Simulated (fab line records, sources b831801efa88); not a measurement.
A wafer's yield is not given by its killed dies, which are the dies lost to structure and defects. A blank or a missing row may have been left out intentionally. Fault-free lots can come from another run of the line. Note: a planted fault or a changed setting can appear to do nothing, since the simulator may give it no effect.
fab line records    flow sky130
record lots=5  wafers=15  lastDay=50
route steps=708 shown LDD_LDN@292 SPACER@304 POLY_CUT@307 SD_P@320 RES_XHIGH@332 SALICIDE@361 PAD_OPEN@708
lots with no fault: from the same line, run without faults
startH: the number of hours between the record's first day and the start of the first shown wafer of the lot    waitH: hours from the lot's prior step to this one    " repeats the value in the row above    L1.1+2: a single row standing in for several wafers    - no value present, or no start provided    * or withheld: withheld    < > ~ a bound
route shown NAME@n: names a module that has steps shown in the file, with the first one's number in the route    usual: mean/standard deviation taken from wafers without a fault    same: alike in all rows    chamber/n: place in a boat    sites: per-site readings    _std_site: standard deviation of those values    _edge_site: the outer-site mean with the inner-site mean subtracted    radiusMm: for every site, how far away it sits from the centre of the wafer    mask NAME#n: copy n    behind: the most recent tool/chamber to have shaped the wafer    hold: why the lot was held/for how many hours/how that ended    device: which transistor (n, p or np) failed to switch    end of line: the tests these same wafers got at the end of their route    a step given without rows: its recipe and nothing more    killed: at the first sort, the dies lost to defects and structure; wafer yield is something else    map: a wafer's dies, x killed, . not, _ none there
set.NAME: setting as actually run; set.NAME@STEP: the setting as run at that earlier step    model.NAME: the simulator's own value behind a step, which no gauge read
lots seen at some steps along the route; tables by step, rows by wafer
services: a tool's chamber out of use, with start hour (startH, from the record's first day; less than 0 if before it), hours out, and reason
## steps
# step SKY_LDD_LDN_SOFTBAKE_03
# recipe tempC=90  timeS=60  resist=NOVOLAK
# step SKY_LDD_LDN_EXPOSE_04
# recipe maskId=LDNTM  na=0.6  sourceShape=conventional  sigmaOuter=0.6  polarization=unpolarized  targetCdNm=700  doseMj=140
# step SKY_LDD_LDN_PEB_05
# recipe tempC=withheld  timeS=*  resist=NOVOLAK
# step SKY_LDD_LDN_DEVELOP_06
# recipe resist=NOVOLAK  developer=TMAH  developTimeS=60  devTempC=23
# step SKY_LDD_LDN_IMPLANT_08
# recipe species=As  energyKev=15  doseCm2=1.25e+13  tiltDeg=withheld  rotationDeg=23
# step SKY_LDD_LDN_IMPLANT_09
# recipe species=As  energyKev=15  doseCm2=1.25e+13  tiltDeg=withheld  rotationDeg=113
# step SKY_LDD_LDN_IMPLANT_10
# recipe species=As  energyKev=15  doseCm2=1.25e+13  tiltDeg=withheld  rotationDeg=203
# step SKY_LDD_LDN_IMPLANT_11
# recipe species=As  energyKev=15  doseCm2=1.25e+13  tiltDeg=withheld  rotationDeg=293
# step SKY_LDD_LDN_STRIP_12
# recipe chemistry=O2/N2  powerW=1400  pressureMtorr=1500  platenTempC=withheld  o2FlowSccm=3000  n2FlowSccm=300  overashFraction=0.5
# step SKY_LDD_LDN_CLEAN_14
# recipe chemistry=SC1/SC2  mix=1:4:20  tempC=70  timeS=150  dry=n2Spin
# step SKY_SPACER_CVD_00
# recipe material=Si3N4  precursor=DCS/NH3  targetThkNm=43.1  tempC=770  timeS=740  pressureMtorr=250
# usual spikeTcLowerC=770.1/1.1  spikeTcTopC=778.3/2.7  zonePowerUpperPct=12.9/0.43
lot.wafer  tool      chamber  startH  waitH  spikeTcLowerC  spikeTcTopC  zonePowerUpperPct  model.Si3N4_of_SPACER_CVD_00.thkNm
L597.1     lpcvd-02  0        594.40  0.0    771.4          778.9        13.1               43.41
L597.2     "         0        "       "      770.4          781.0        13.2               43.63
L597.6     "         0        "       "      769.0          779.8        13.1               43.87
L598.2     lpcvd-02  1        602.15  0.0    771.1          774.6        12.2               42.76
L598.4     "         1        "       "      771.0          773.8        12.3               43.08
L598.5     "         1        "       "      771.0          774.0        12.1               43.3
L609.1     lpcvd-02  1        695.41  0.0    770.4          774.3        12.3               49.15
L609.2     "         1        "       "      770.6          773.6        12.4               48.85
L609.6     "         1        "       "      770.8          776.3        12.3               48.66
L610.2     lpcvd-02  0        697.67  1.4    770.9          780.3        13.0               48.19
L610.3     "         0        "       "      768.3          780.7        13.4               48.48
L610.6     "         0        "       "      770.0          779.0        13.2               48.56
L611.1     lpcvd-02  0        701.28  2.8    771.9          779.2        13.3               48.87
L611.4     "         0        "       "      769.7          780.4        13.4               48.78
L611.5     "         0        "       "      768.3          781.1        13.2               48.92
# step SKY_SPACER_THK_MEAS_01
# recipe reads=Si3N4_of_SPACER_CVD_00
# usual SPACER_CVD_00_THK=43.0/0.4
lot.wafer  tool          chamber  startH  waitH  hold                     SPACER_CVD_00_THK[nm]
L597.1     filmMetro-01  -        595.61  0.0    -                        43.4
L597.2     "             -        "       "      -                        43.7
L597.6     "             -        "       "      -                        43.9
L598.2     filmMetro-01  -        603.37  0.0    -                        42.7
L598.4     "             -        "       "      -                        43.1
L598.5     "             -        "       "      -                        43.2
L609.1     filmMetro-01  -        696.62  0.0    awaitDispo/0.2h/release  49.2
L609.2     "             -        "       "      awaitDispo/0.2h/release  48.8
L609.6     "             -        "       "      awaitDispo/0.2h/release  48.7
L609.1     filmMetro-01  -        696.85  0.2    -                        49.2
L609.2     "             -        "       "      -                        48.9
L609.6     "             -        "       "      -                        48.6
L610.2     filmMetro-03  -        698.89  0.0    awaitDispo/0.2h/release  48.2
L610.3     "             -        "       "      awaitDispo/0.2h/release  48.5
L610.6     "             -        "       "      awaitDispo/0.2h/release  48.6
L610.2     filmMetro-03  -        699.11  0.2    -                        48.2
L610.3     "             -        "       "      -                        48.5
L610.6     "             -        "       "      -                        48.6
L611.1     filmMetro-01  -        702.49  0.0    awaitDispo/0.2h/release  48.9
L611.4     "             -        "       "      awaitDispo/0.2h/release  48.8
L611.5     "             -        "       "      awaitDispo/0.2h/release  48.9
L611.1     filmMetro-01  -        702.75  0.2    -                        48.8
L611.4     "             -        "       "      -                        48.8
L611.5     "             -        "       "      -                        48.9
# step SKY_SPACER_ETCHBACK_02
# recipe chemistry=CH3F/O2  target=Si3N4  stopOn=SiO2  sourceW=400  biasW=80  pressureMtorr=25  ch3fFlowSccm=40  O2_flow_sccm=30  timeS=46.7  targetDepthA=450
# usual drypumpMotorCurrentA=5.7/0.38  oesProductAu=0.853/0.006  throttleValvePct=10.561/0.0092
lot.wafer  tool        chamber  startH  waitH  hold                     drypumpMotorCurrentA  oesProductAu  rfHoursCounterH  throttleValvePct  model.etch.depthNm
L597.1     rieDiel-03  0        595.67  0.1    -                        6.0                   0.862         42               10.560            43.41
L597.2     "           3        "       "      -                        6.2                   0.850         24               10.567            43.63
L597.6     "           0        "       "      -                        6.0                   0.858         -                10.566            43.87
L598.2     rieDiel-02  1        603.42  0.0    -                        4.9                   0.843         3                10.559            42.76
L598.4     "           1        "       "      -                        5.0                   0.850         -                10.554            43.08
L598.5     "           3        "       "      -                        5.8                   0.853         -                10.568            43.3
L609.1     rieDiel-02  2        701.72  4.9    awaitDispo/4.8h/release  5.8                   0.922         42               10.565            49.15
L609.2     "           3        "       "      awaitDispo/4.8h/release  5.9                   0.909         33               10.591            48.85
L609.6     "           1        "       "      awaitDispo/4.8h/release  5.0                   0.914         -                10.570            48.66
L610.2     rieDiel-01  0        701.89  2.8    awaitDispo/2.7h/release  5.3                   0.908         0                10.571            48.19
L610.3     "           3        "       "      awaitDispo/2.7h/release  6.1                   0.919         8                10.579            48.48
L610.6     "           2        "       "      awaitDispo/2.7h/release  5.8                   0.915         -                10.564            48.56
L611.1     rieDiel-03  1        705.90  3.1    awaitDispo/3.1h/release  5.4                   0.910         12               10.555            48.87
L611.4     "           2        "       "      awaitDispo/3.1h/release  5.2                   0.921         8                10.569            48.78
L611.5     "           3        "       "      awaitDispo/3.1h/release  6.2                   0.923         -                10.556            48.92
# step SKY_POLY_CUT_DEHYDRATE_00
# recipe tempC=200  timeS=60
# step SKY_POLY_CUT_HMDS_01
# recipe primeTimeS=60  primeTempC=120
# step SKY_POLY_CUT_COAT_02
# recipe resist=BARC  tempC=withheld  timeS=withheld  spinRpm=3000  resistThkNm=60
# step SKY_POLY_CUT_COAT_03
# recipe resist=KrF-thick  spinRpm=3000  resistThkNm=450
# step SKY_POLY_CUT_SOFTBAKE_04
# recipe tempC=100  timeS=90  resist=KrF-thick
# step SKY_POLY_CUT_EXPOSE_05
# recipe maskId=NPCM  na=0.8  sourceShape=annular  sigmaInner=0.55  sigmaOuter=0.85  targetCdNm=270  doseMj=32
# step SKY_POLY_CUT_PEB_06
# recipe pebTempC=withheld  pebTimeS=withheld  resist=KrF-thick
# step SKY_POLY_CUT_DEVELOP_07
# recipe developTimeS=60  resist=KrF-thick  devTempC=21
# step SKY_POLY_CUT_ETCH_10
# recipe chemistry=N2/H2  target=BARC  ionEnergyEv=200  sourceW=500  biasW=100  pressureMtorr=30  n2FlowSccm=100  h2FlowSccm=200  stopOn=SiO2  timeS=45.9  targetDepthA=600
# step SKY_POLY_CUT_ETCH_11
# recipe target=Si3N4  chemistry=CF4/CH2F2/Ar  stopOn=poly-Si  sourceW=600  biasW=150  pressureMtorr=40  cf4FlowSccm=40  ch2f2FlowSccm=20  Ar_flow_sccm=150  timeS=42.5  targetDepthA=600
# step SKY_POLY_CUT_STRIP_12
# recipe chemistry=O2/N2  powerW=1400  pressureMtorr=1500  platenTempC=withheld  o2FlowSccm=3000  n2FlowSccm=300  overashFraction=0.5
# step SKY_SD_P_DEHYDRATE_00
# recipe tempC=199.2  timeS=60
# step SKY_SD_P_HMDS_01
# recipe primeTimeS=60  primeTempC=120
# step SKY_SD_P_COAT_02
# recipe resist=NOVOLAK  spinRpm=3000  resistThkNm=1140
# step SKY_SD_P_SOFTBAKE_03
# recipe tempC=90  timeS=60  resist=NOVOLAK
# step SKY_SD_P_EXPOSE_04
# recipe maskId=PSDM  na=0.6  sourceShape=conventional  sigmaOuter=0.6  polarization=unpolarized  targetCdNm=380  doseMj=138
# step SKY_SD_P_PEB_05
# recipe tempC=withheld  timeS=*  resist=NOVOLAK
# step SKY_SD_P_DEVELOP_06
# recipe resist=NOVOLAK  developer=TMAH  developTimeS=60  devTempC=23
# step SKY_SD_P_IMPLANT_09
# recipe species=BF2  energyKev=20  doseCm2=3e+15  tiltDeg=0
# step SKY_SD_P_STRIP_10
# recipe chemistry=O2/N2  powerW=1400  pressureMtorr=1500  platenTempC=withheld  o2FlowSccm=3000  n2FlowSccm=300  overashFraction=0.5
# step SKY_RES_XHIGH_DEHYDRATE_00
# recipe tempC=200  timeS=60
# step SKY_RES_XHIGH_HMDS_01
# recipe primeTimeS=60  primeTempC=120
# step SKY_SALICIDE_CLEAN_00
# recipe chemistry=HF-last  timeS=30  dilution=100:1  dry=ipaMarangoni
lot.wafer  tool         chamber  startH  waitH  model.Si3N4_of_SPACER_CVD_00.thkNm
L597.1     wetBench-03  0        710.92  0.1    42.44
L597.2     "            0        "       "      42.66
L597.6     "            0        "       "      42.9
L598.2     wetBench-01  0        720.02  0.1    41.77
L598.4     "            0        "       "      42.1
L598.5     "            0        "       "      42.31
L609.1     wetBench-02  2        806.50  0.1    48.17
L609.2     "            2        "       "      47.87
L609.6     "            2        "       "      47.67
L610.2     wetBench-01  1        809.16  0.1    47.19
L610.3     "            1        "       "      47.49
L610.6     "            1        "       "      47.56
L611.1     wetBench-03  2        811.38  0.1    47.89
L611.4     "            2        "       "      47.8
L611.5     "            2        "       "      47.95
# step SKY_PAD_OPEN_PROBE_99
# usual killed_at_M0_to_M3=44/6.8  killed_at_M4_up=2.9/1.7  killedAtContacts=24/5.2  killedAtFrontEnd=15/4  killedAtOther=0.2/0.44  killedDies=86/9.9  killedOpen=47/7.9  killedShort=39/6.3
# same grossDies=492  killedAtBackSide=0
lot.wafer  tool       chamber  startH   waitH  killed_at_M0_to_M3  killed_at_M4_up  killedAtContacts  killedAtFrontEnd  killedAtOther  killedDies  killedOpen  killedShort  model.etest.pfet_01v8.rOnOhmUm  model.etest.sonosUncharged.rOnOhmUm  model.etest.pfet_01v8.driveUaUm  model.etest.pfet_01v8_hvt.driveUaUm  model.etest.sramPfetLatch.driveUaUm
L597.1     prober-02  -        1123.36  0.1    43                  2                25                13                0              83          40          43           2924                            826.5                                191.7                            143.3                                141.1
L597.2     prober-02  -        1123.41  0.1    50                  3                23                15                0              91          49          41           2817                            830.8                                199.5                            147.9                                143.6
L597.6     prober-02  -        1123.61  0.2    43                  1                17                14                0              75          41          34           2848                            805.5                                195.1                            146.1                                142.9
L598.2     prober-01  -        1127.60  0.1    45                  2                22                9                 2              80          42          38           2920                            809.1                                190.5                            141                                  138.6
L598.4     prober-01  -        1127.70  0.2    40                  1                17                15                2              75          41          34           2874                            802.9                                191.2                            141.2                                138.1
L598.5     prober-01  -        1127.75  0.2    38                  3                15                16                0              72          39          33           2869                            795.9                                192                              145.4                                149.2
L609.1     prober-02  -        1186.33  0.1    45                  3                31                14                0              93          53          40           3030                            843.2                                185                              138.1                                141.3
L609.2     prober-02  -        1186.38  0.1    42                  6                14                11                0              73          39          33           3153                            839.2                                177.2                            130.3                                130.4
L609.6     prober-02  -        1186.58  0.2    45                  1                17                12                1              76          34          42           3082                            854.1                                180.8                            132.5                                130.4
L610.2     prober-01  -        1190.35  0.1    51                  1                19                20                0              91          50          41           3025                            836.9                                184.6                            135.5                                138.3
L610.3     prober-01  -        1190.40  0.2    41                  3                22                15                0              81          43          38           3050                            845.6                                183.5                            136.5                                138.5
L610.6     prober-01  -        1190.55  0.2    46                  2                25                22                1              96          49          47           3102                            850.3                                178.1                            131.5                                128.3
L611.1     prober-02  -        1192.84  0.1    37                  4                33                18                0              92          54          38           3092                            846.5                                181.3                            134.7                                134.1
L611.4     prober-02  -        1192.99  0.2    49                  1                18                19                0              87          47          40           3030                            827.6                                183.7                            136.2                                138.2
L611.5     prober-02  -        1193.04  0.2    40                  3                23                14                0              80          42          38           3094                            839                                  180.8                            133.6                                136.4
# killed by level:class
L597.1 METAL1:geometricParticle:short=9 VIA1:geometricParticle:open=9 CONTACT:geometricParticle:open=8 CONTACT:geometricParticle:short=7 VIA3:geometricParticle:open=7 VIA1:geometricParticle:short=6 FIELD_ISO:geometricParticle:open=5 FIELD_ISO:geometricParticle:short=4
L597.2 CONTACT:geometricParticle:open=13 VIA3:geometricParticle:open=12 METAL1:geometricParticle:short=8 FIELD_ISO:geometricParticle:open=6 VIA1:geometricParticle:open=6 VIA1:geometricParticle:short=5 METAL2:geometricParticle:short=5 LOCAL_INTERCONNECT:geometricParticle:short=4
L597.6 VIA1:geometricParticle:open=14 CONTACT:geometricParticle:open=7 FIELD_ISO:geometricParticle:short=6 METAL2:geometricParticle:short=6 VIA1:geometricParticle:short=5 FIELD_ISO:geometricParticle:open=3 LI_CONTACT:geometricParticle:short=3 LI_CONTACT:geometricParticle:open=3
L598.2 VIA1:geometricParticle:open=8 VIA2:geometricParticle:open=8 VIA3:geometricParticle:open=8 CONTACT:geometricParticle:open=7 LOCAL_INTERCONNECT:geometricParticle:short=6 CONTACT:geometricParticle:short=4 METAL1:geometricParticle:short=4 VIA1:geometricParticle:short=4
L598.4 VIA1:geometricParticle:open=11 FIELD_ISO:geometricParticle:open=6 LI_CONTACT:geometricParticle:open=6 VIA1:geometricParticle:short=5 VIA2:geometricParticle:open=5 VIA3:geometricParticle:short=5 CONTACT:geometricParticle:short=4 VIA3:geometricParticle:open=4
L598.5 VIA3:geometricParticle:open=10 CONTACT:geometricParticle:open=7 METAL2:geometricParticle:short=6 VIA1:geometricParticle:open=5 POLY_GATE:geometricParticle:open=4 SPACER:geometricParticle:short=4 CONTACT:geometricParticle:short=3 LOCAL_INTERCONNECT:geometricParticle:open=3
L609.1 VIA1:geometricParticle:open=11 LI_CONTACT:geometricParticle:open=10 CONTACT:geometricParticle:open=10 LOCAL_INTERCONNECT:geometricParticle:short=8 VIA3:geometricParticle:open=7 VIA3:geometricParticle:short=6 VIA2:geometricParticle:open=5 VIA1:geometricParticle:short=5
L609.2 VIA1:geometricParticle:open=12 METAL1:geometricParticle:short=7 CONTACT:geometricParticle:open=6 VIA1:geometricParticle:short=6 VIA2:geometricParticle:open=5 VIA3:geometricParticle:open=4 METAL2:geometricParticle:short=4 CONTACT:geometricParticle:short=3
L609.6 METAL1:geometricParticle:short=9 VIA1:geometricParticle:open=8 VIA1:geometricParticle:short=7 VIA2:geometricParticle:open=5 FIELD_ISO:geometricParticle:short=4 LOCAL_INTERCONNECT:geometricParticle:short=4 CONTACT:geometricParticle:short=4 CONTACT:geometricParticle:open=4
L610.2 VIA1:geometricParticle:open=13 FIELD_ISO:geometricParticle:open=8 VIA2:geometricParticle:open=8 LI_CONTACT:geometricParticle:open=7 VIA3:geometricParticle:short=7 CONTACT:geometricParticle:open=7 POLY_GATE:geometricParticle:short=6 VIA1:geometricParticle:short=5
L610.3 VIA3:geometricParticle:open=10 LI_CONTACT:geometricParticle:open=8 VIA3:geometricParticle:short=7 VIA1:geometricParticle:open=6 POLY_GATE:geometricParticle:short=5 POLY_GATE:geometricParticle:open=5 CONTACT:geometricParticle:open=5 VIA1:geometricParticle:short=5
L610.6 CONTACT:geometricParticle:open=10 VIA3:geometricParticle:open=9 POLY_GATE:geometricParticle:open=7 VIA2:geometricParticle:short=7 FIELD_ISO:geometricParticle:short=6 METAL1:geometricParticle:short=6 VIA1:geometricParticle:open=6 VIA2:geometricParticle:open=6
L611.1 CONTACT:geometricParticle:open=12 VIA3:geometricParticle:open=9 VIA1:geometricParticle:open=8 VIA2:geometricParticle:open=7 LI_CONTACT:geometricParticle:open=7 FIELD_ISO:geometricParticle:short=6 FIELD_ISO:geometricParticle:open=6 CONTACT:geometricParticle:short=6
L611.4 VIA1:geometricParticle:open=11 VIA2:geometricParticle:open=9 METAL1:geometricParticle:short=8 CONTACT:geometricParticle:open=7 VIA3:geometricParticle:open=7 POLY_GATE:geometricParticle:short=6 FIELD_ISO:geometricParticle:open=4 FIELD_ISO:geometricParticle:short=4
L611.5 CONTACT:geometricParticle:open=12 VIA2:geometricParticle:open=8 METAL1:geometricParticle:short=7 VIA1:geometricParticle:open=6 CONTACT:geometricParticle:short=6 POLY_GATE:geometricParticle:short=5 VIA3:geometricParticle:open=5 POLY_GATE:geometricParticle:open=4
## services
tool         chamber  startH  hours  kind
wetBench-03  -        582.65  1.9    repair
wetBench-01  -        586.19  1.9    pm
rieDiel-02   0        587.78  34.2   repair
rieDiel-01   1        597.39  29.0   repair
rieDiel-01   0        597.95  1.8    repair
rieDiel-01   2        604.12  3.0    repair
wetBench-01  -        604.57  6.1    repair
wetBench-02  -        616.55  2.1    repair
rieDiel-01   2        641.40  8.6    repair
rieDiel-02   0        684.00  -      clean
rieDiel-02   0        684.00  35.9   scheduledDown
rieDiel-02   0        684.00  35.9   ventCycle
rieDiel-03   1        707.61  32.4   repair
rieDiel-03   -        727.40  0.9    repair
rieDiel-03   0        739.96  -      clean
rieDiel-03   0        739.96  22.9   scheduledDown
rieDiel-03   0        739.96  22.9   ventCycle
wetBench-01  -        757.05  2.0    repair
rieDiel-02   2        762.60  -      clean
rieDiel-02   2        762.60  14.8   scheduledDown
rieDiel-03   0        765.71  7.6    repair
rieDiel-02   1        781.27  7.2    repair
lpcvd-02     -        803.00  6.1    pm
rieDiel-01   -        808.10  1.2    repair
## key
firstSign step=SKY_SPACER_THK_MEAS_01  reading=visit  direction=added
effect step=SKY_SPACER_THK_MEAS_01  reading=SPACER_CVD_00_THK  direction=up  sigmas=14  usual=43.0  struck=48.7
effect step=SKY_SPACER_ETCHBACK_02  reading=oesProductAu  direction=up  sigmas=10  usual=0.853  struck=0.916
modelEffect step=SKY_SPACER_CVD_00  value=Si3N4_of_SPACER_CVD_00.thkNm  without=43.36  struck=48.72
modelEffect step=SKY_SPACER_ETCHBACK_02  value=etch.depthNm  without=43.36  struck=48.72
modelEffect step=SKY_SALICIDE_CLEAN_00  value=Si3N4_of_SPACER_CVD_00.thkNm  without=42.37  struck=47.73
modelEffect step=SKY_PAD_OPEN_PROBE_99  value=etest.pfet_01v8.rOnOhmUm  without=2913  struck=3073
metAt SKY_SPACER_CVD_00
struckWafers L609.1,L609.2,L609.6,L610.2,L610.3,L610.6,L611.1,L611.4,L611.5
testerLeftOut L609,L610,L611
onsetBetween 602.15 695.41
alsoFits time
fault kind=processParameterDrift  tool=lpcvd-02  chamber=-  onsetH=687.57  steps=SKY_SPACER_CVD_00  channel=targetThkNm  offset=5.3573  shape=step  endH=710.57  actsIn=theseRecipesOnly  stated=43.1
# testerLeftOut: of these lots the tester's yield and bins aren't shown, on N5 and GAA mostly nor the transistor test; their killed dies are dies lost to structure and defects alone, not to doping, threshold or leakage, so they don't give the yield
